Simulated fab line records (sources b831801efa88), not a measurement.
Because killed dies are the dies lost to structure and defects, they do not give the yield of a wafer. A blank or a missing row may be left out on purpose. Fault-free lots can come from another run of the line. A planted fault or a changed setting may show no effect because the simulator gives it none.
Struck lot and sound lot, side by side ; flow sky130 ; 43 steps out of a route of 708
Sound: these wafers, L506.2, L506.3, L506.5. Struck: wafers L517.2, L517.6 (left out: L517.5, a lot-mate that was not struck); the cause follows at the end.
At each step with rows: each side's tool, then ch and its chambers, then its first start. Under that, the readings that differ: sound wafers ; struck wafers ; difference of the means ; sigmas: that difference in standard deviations of wafers without a fault.
alike: readings with means less than 2 such deviations apart, plus words and numbers identical on both sides. not compared: withheld readings, readings lacking a value on some wafer, bounds such as >300 that could conceal the same value, and numbers that have no deviation in the record and whose values overlap.
A row with sigmas, a row that says differs or no value, or rows on one side alone: a step with any of these is where the two part. Numbers that have no deviation but don't overlap get no sigmas and don't part them. A reading that every wafer of one side lacks parts them only if that side has two wafers or more.

first, 3 steps without rows for these wafers: SKY_SONOS_ONO_WET_ETCH_18 (etches Si3N4 in H3PO4, target depth 15 nm, time 172 s); SKY_GATE_OXIDE_CLEAN_00 (cleans in SC1/SC2, time 150 s); SKY_GATE_OXIDE_OXIDATION_01 (stabilise 600 s, purge 300 s, target thk 10.268 nm).
SKY_GATE_OXIDE_THK_MEAS_02:
  sound on film metro-04, day 16 09:07; struck on film metro-03, day 20 01:30
  alike: GATE_OXIDE_OXIDATION_00_THK
then, 7 steps without rows for these wafers: SKY_GATE_OXIDE_DEHYDRATE_03 (time 60 s); SKY_GATE_OXIDE_HMDS_04 (prime time 60 s); SKY_GATE_OXIDE_COAT_05 (resist thk 1140 nm); SKY_GATE_OXIDE_SOFTBAKE_06 (time 60 s); SKY_GATE_OXIDE_EXPOSE_07 (exposes mask LVOM, target cd 600 nm); SKY_GATE_OXIDE_PEB_08; SKY_GATE_OXIDE_DEVELOP_09 (develop time 60 s).
SKY_GATE_OXIDE_OVL_MEAS_10:
  sound on overlay-01, day 17 13:40; struck on overlay-02, day 21 07:46
  alike: GATE_OXIDE_OVL
SKY_GATE_OXIDE_IMPLANT_11:
  sound on implanter-01 ch 0, day 17 13:43; struck on implanter-04 ch 0, day 21 07:50
then, 1 step without rows for these wafers: SKY_GATE_OXIDE_WET_ETCH_12 (etches SiO2 in dHF, target depth 16.8 nm, time 336 s).
SKY_GATE_OXIDE_STRIP_13: strips in O2/N2.
  sound on plasma asher-04 ch 1, day 17 13:56; struck on plasma asher-03 ch 1, day 21 08:03
  alike: drypump motor current A, oes product au, strip time to endpoint s
  not compared: rf hours counter h
SKY_GATE_OXIDE_TW_MEAS_14:
  sound on film metro-03, day 17 14:03; struck on film metro-01, day 21 08:10
  alike: GATE_OXIDE_TW
then, 3 steps without rows for these wafers: SKY_GATE_OXIDE_CLEAN_15 (cleans in SC1/SC2, time 150 s); SKY_GATE_OXIDE_OXIDATION_16 (stabilise 600 s, purge 300 s, target thk 3.57 nm); SKY_POLY_GATE_CVD_00 (deposits poly-Si, target thk 180 nm, time 720 s).
SKY_POLY_GATE_THK_MEAS_01:
  sound on film metro-01, day 17 17:59; struck on film metro-03, day 21 11:01
  alike: POLY_GATE_CVD_00_THK
then, 8 steps without rows for these wafers: SKY_RES_PROTECT_DEHYDRATE_00 (time 60 s); SKY_RES_PROTECT_HMDS_01 (prime time 60 s); SKY_RES_PROTECT_COAT_02 (resist thk 1140 nm); SKY_RES_PROTECT_SOFTBAKE_03 (time 60 s); SKY_RES_PROTECT_EXPOSE_04 (exposes mask RPM, target cd 1270 nm); SKY_RES_PROTECT_PEB_05; SKY_RES_PROTECT_DEVELOP_06 (develop time 60 s); SKY_POLY_GATE_IMPLANT_02.
SKY_RES_PROTECT_STRIP_07: strips in O2/N2.
  sound on plasma asher-04 ch 0,1, day 19 00:08; struck on plasma asher-03 ch 0,1, day 22 17:30
reading;sound;struck;difference;sigmas
drypump motor current A (A);5.64 5.30 5.30;5.69 5.96;+0.41;+2
  alike: oes product au, strip time to endpoint s
  not compared: rf hours counter h
SKY_RES_PROTECT_TW_MEAS_08:
  sound on film metro-01, day 19 00:14; struck on film metro-04, day 22 17:37
  alike: POLY_GATE_TW
then, 2 steps without rows for these wafers: SKY_RES_PROTECT_CLEAN_09 (cleans in SC1/SC2, time 150 s); SKY_POLY_GATE_CVD_03 (deposits Si3N4 from DCS/NH3, target thk 75 nm, time 1290 s).
SKY_POLY_GATE_THK_MEAS_04:
  sound on film metro-02, day 19 01:43; struck on film metro-03, day 22 19:05
  alike: POLY_GATE_CVD_03_THK
then, 8 steps without rows for these wafers: SKY_POLY_GATE_DEHYDRATE_05 (time 60 s); SKY_POLY_GATE_HMDS_06 (prime time 60 s); SKY_POLY_GATE_COAT_07 (resist thk 110 nm); SKY_POLY_GATE_COAT_08 (resist thk 450 nm); SKY_POLY_GATE_SOFTBAKE_09 (time 90 s); SKY_POLY_GATE_EXPOSE_10 (exposes mask P1M, target cd 150 nm); SKY_POLY_GATE_PEB_11; SKY_POLY_GATE_DEVELOP_12 (develop time 60 s).
SKY_POLY_GATE_CD_MEAS_13: the cd target is 150 nm.
  sound on cd sem-02, day 20 08:34; struck on cd sem-01, day 24 00:27
  alike: cd nm
-- the record jumps here: 27 days lie between the struck wafers' starts before and after (it left off in module POLY_GATE and takes up again in module PAD_OPEN, whose first step shown is number 708 of the route) --
SKY_PAD_OPEN_PROBE_99:
  sound on prober-01, day 48 14:42; struck on prober-02, day 50 17:59
reading;sound;struck;difference;sigmas
model.etest.tip p.rs ohm sq range;133.6 252.9 119.3;614.5 600.5;+438.9;
model.etest.nfet_01v8.drive ua um range;8.156 12.39 7.628;49.97 51.5;+41.34;
model.etest.pfet_01v8.drive ua um range;7.913 4.767 5.273;37.04 37.65;+31.36;
model.etest.pfet_01v8_lvt.vt v range;0.02048 0.02456 0.02357;0.4669 0.4704;+0.4458;
model.etest.pfet_01v8.vt v range;0.01158 0.009859 0.01562;0.1739 0.1828;+0.1660;
model.etest.nfet_01v8.vt v range;0.0107 0.008519 0.01061;0.05392 0.06086;+0.04745;
  alike: killed_at_M0_to_M3, killed_at_M4_up, killed at contacts, killed at front end, killed at other, killed dies, killed on rim, killed open, killed short

== WHERE THEY PART ==
Only at SKY_RES_PROTECT_STRIP_07, as far as this record shows. Later steps at which nothing parts them and some readings are alike: SKY_RES_PROTECT_TW_MEAS_08, SKY_POLY_GATE_THK_MEAS_04, SKY_POLY_GATE_CD_MEAS_13, SKY_PAD_OPEN_PROBE_99.

WHY: what the simulator had put in
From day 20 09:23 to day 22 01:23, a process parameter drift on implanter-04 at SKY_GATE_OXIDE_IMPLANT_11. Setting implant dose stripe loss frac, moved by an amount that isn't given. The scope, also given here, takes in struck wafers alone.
